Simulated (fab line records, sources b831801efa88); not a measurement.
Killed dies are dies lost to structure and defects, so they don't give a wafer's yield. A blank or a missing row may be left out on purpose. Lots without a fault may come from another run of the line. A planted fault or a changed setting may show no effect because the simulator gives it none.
One fault seen from 2 desks | flow sky130 | each desk has only its own numbers; what lay behind them comes last

THE METROLOGY DESK
What the gauges read, lot by lot, whatever tool the lot ran on: means of the sampled wafers that have a number. A lot is out of limits, marked OUT, if its mean lies more than 4 standard deviations from the usual mean; the brackets give that distance.
Columns: A = cd_nm at SKY_VIA3_CD_MEAS_12, usual 199.7 nm; B = CAP2M_OVL at SKY_CAP2M_OVL_MEAS_12, usual 0.5 nm
lot  | first seen here | A     | B
L674 | day 39 22:00    | 199.6 | -0.8
L676 | day 40 09:17    | 200.3 | 0.6
L679 | day 42 07:02    | 200.5 | -0.9
L678 | day 42 08:05    | 202.7 | 0.1
L684 | day 42 23:23    | 197.8 | 1.1
L685 | day 43 10:53    | 199.4 | -3.0
L686 | day 43 14:59    | 198.4 | -0.0
L687 | day 43 18:08    | 198.6 | -1.4
L688 | day 44 01:41    | 201.8 | 2.5
L689 | day 44 11:29    | 199.9 | 0.7
L691 | day 45 07:34    | 199.7 | 0.4
L696 | day 45 18:23    | 199.7 | 3.2
This desk's finding: nothing out of limits on any of the 12 lots.

THE TOOL OWNER'S DESK: pvd_sputter-03
The tool's own readings at SKY_METAL4_SPUTTER_01 (material TiN, target thk 20 nm, time 16.7 s): means of the sampled wafers that have a number, for each lot that ran on this tool. A lot is out of limits, marked OUT, if its mean lies more than 4 standard deviations from the usual mean; the brackets give that distance.
Columns: A = chamber_pressure_pa at SKY_METAL4_SPUTTER_01, usual 0.3999 Pa; B = throttle_valve_pct at SKY_METAL4_SPUTTER_01, usual 30.4 %
lot  | first seen here | A                | B
L674 | day 39 23:45    | 0.4003           | 30.8
L676 | day 40 10:53    | 0.4001           | 30.9
L684 | day 43 01:01    | 0.3999           | 30.4
L685 | day 43 12:46    | 0.3992           | 30.7
L686 | day 43 16:34    | 0.3998           | 30.0
L687 | day 43 19:41    | 0.3704 (-36) OUT | 31.8
L689 | day 44 13:04    | 0.3705 (-36) OUT | 31.8
This desk's finding: out of limits on L687, L689; first on L687, day 43 19:41 (chamber_pressure_pa at SKY_METAL4_SPUTTER_01). In limits: L674, L676, L684, L685, L686.

PUT TOGETHER
The tool owner's desk could have raised an alarm at day 43 19:41, on L687, L689.
The metrology desk saw nothing out of limits.
The metrology desk has L687, L689 on record, within its limits.
Of the lots named, all ran SKY_METAL4_SPUTTER_01 on pvd_sputter-03.

WHAT THE SIMULATOR HAD PUT IN
Process parameter drift: pvd_sputter-03, from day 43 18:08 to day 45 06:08, at SKY_METAL4_SPUTTER_01. Setting chamber_pressure_pa, moved by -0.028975, from 0.4. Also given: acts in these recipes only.
Lots struck among those shown: L687, L689.
Hours from the fault's start to each desk's first reading out of limits: the tool owner's desk, 2.
